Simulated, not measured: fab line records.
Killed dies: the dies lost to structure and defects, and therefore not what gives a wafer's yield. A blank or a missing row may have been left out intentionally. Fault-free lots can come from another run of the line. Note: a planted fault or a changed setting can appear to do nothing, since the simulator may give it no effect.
Comparing a struck lot with a sound one | flow gf180mcu | 17 steps out of a route of 602
Sound: wafers L171.1, L171.2, L171.4. Struck: wafer L187.4; the same lot's L187.3 was not struck, so it is left out; see the end for the cause.
Each step with rows lists, per side, the tool, then ch with its chambers, then its first start. Under that, the readings that differ: sound wafers | struck wafers | difference of the means | sigmas: that difference in standard deviations of wafers without a fault.
alike: a reading whose means differ by less than 2 such deviations, as well as words and numbers matching on both sides. not compared: withheld readings; readings where some wafer has no value; bounds like >300 that might hide an equal value; numbers whose values overlap and for which the record gives no deviation.
A row with sigmas, a row that says differs or no value, or rows on one side alone: a step with any of these is where the two part. Numbers that don't overlap but have no deviation are shown without sigmas and don't part them. Lack of a reading on every wafer of one side parts them only where that side has two or more wafers.

first, 4 steps without rows for these wafers: GF_M3_SOFTBAKE_10 (time 60 s); GF_M3_EXPOSE_11 (exposes mask Metal3, target cd 280 nm); GF_M3_PEB_12 (peb time 90 s); GF_M3_DEVELOP_13 (develop time 60 s).
GF_M3_CD_MEAS_14: the cd target is 280 nm.
  sound on cdSem-02, day 21 10:00; struck on cdSem-01, day 27 05:33
  alike: cdNm
GF_M3_OVL_MEAS_15:
  sound on overlay-01, day 21 10:07; struck on overlay-01, day 27 05:38
reading     | sound    | struck | difference | sigmas
M3_OVL (nm) | -7 -5 -2 | 6      | +11        | +2
GF_M3_METAL_ETCH_16: etches the open film in Cl2/BCl3, stops on SiO2, target depth 750.8 nm, time 125.1 s.
  sound on rieMetal-04 ch 0,1, day 21 10:09; struck on rieMetal-03 ch 0, day 27 05:43
  alike: chamberPressureMTorr, drypumpMotorCurrentA, mfcCl2Sccm, oesProductAu, throttleValvePct
  not compared: rfHoursCounterH
GF_M3_STRIP_17: strips in O2/N2.
  sound on plasmaAsher-01 ch 0,1, day 21 10:17; struck on plasmaAsher-01 ch 0, day 27 05:50
  alike: chamberPressureMTorr, drypumpMotorCurrentA, heaterPowerW, o2FlowSccm, oesProductAu, platenTempC, stripTimeToEndpointS
  not compared: rfHoursCounterH
then, 3 steps without rows for these wafers: GF_M3_STRIP_18 (strips in post etch residue remover, time 1200 s); GF_M3_CLEAN_19 (cleans in DIW); GF_V3_CVD_00 (deposits SiO2, target thk 600 nm, time 100 s).
GF_V3_THK_MEAS_01:
  sound on filmMetro-04, day 21 10:55; struck on filmMetro-02, day 27 06:26
  alike: V3_CVD_00_THK
GF_V3_CVD_02: deposits SiO2 from TEOS, target thk 850 nm, time 94.851 s.
  sound on pecvd-02 ch 0,1,2, day 21 10:59; struck on pecvd-03 ch 0, day 27 06:28
reading                            | sound             | struck | difference | sigmas
model.SiO2_of_V3_CVD_02.thkNm (nm) | 837.3 844.5 840.9 | 1124   | +283       | 
  alike: heaterPowerW
GF_V3_THK_MEAS_03:
  sound on filmMetro-02, day 21 11:03; struck on filmMetro-04, day 27 06:54
reading            | sound       | struck | difference | sigmas
V3_CVD_02_THK (nm) | 838 845 841 | 1125   | +284       | +26
  not compared: hold
GF_V3_CMP_04: polishes SiO2.
  sound on cmp-01 ch 0,2,3, day 21 11:10; struck on cmp-01 ch 2, day 27 09:05
reading             | sound    | struck                  | difference                   | sigmas
hold                | - - -    | awaitDispo/2.1h/release | no value on the sound wafers | 
timeToEndpointS (s) | 72 72 70 | 178                     | +107                         | +20
  alike: edgeZonePressureFrac, headPressurePsi, motorCurrentA, platenRpm
GF_V3_BOW_MEAS_05:
  sound on filmMetro-02, day 21 11:25; struck on filmMetro-02, day 27 09:26
  alike: V3_BOW
then, 1 step without rows for these wafers: GF_PASSIVATION_PROBE_99.

== WHERE THEY PART ==
At GF_M3_OVL_MEAS_15 first; at GF_V3_CMP_04 last (within this record only). Later steps at which nothing parts them and some readings are alike: GF_V3_BOW_MEAS_05.

WHY: the cause the simulator had injected
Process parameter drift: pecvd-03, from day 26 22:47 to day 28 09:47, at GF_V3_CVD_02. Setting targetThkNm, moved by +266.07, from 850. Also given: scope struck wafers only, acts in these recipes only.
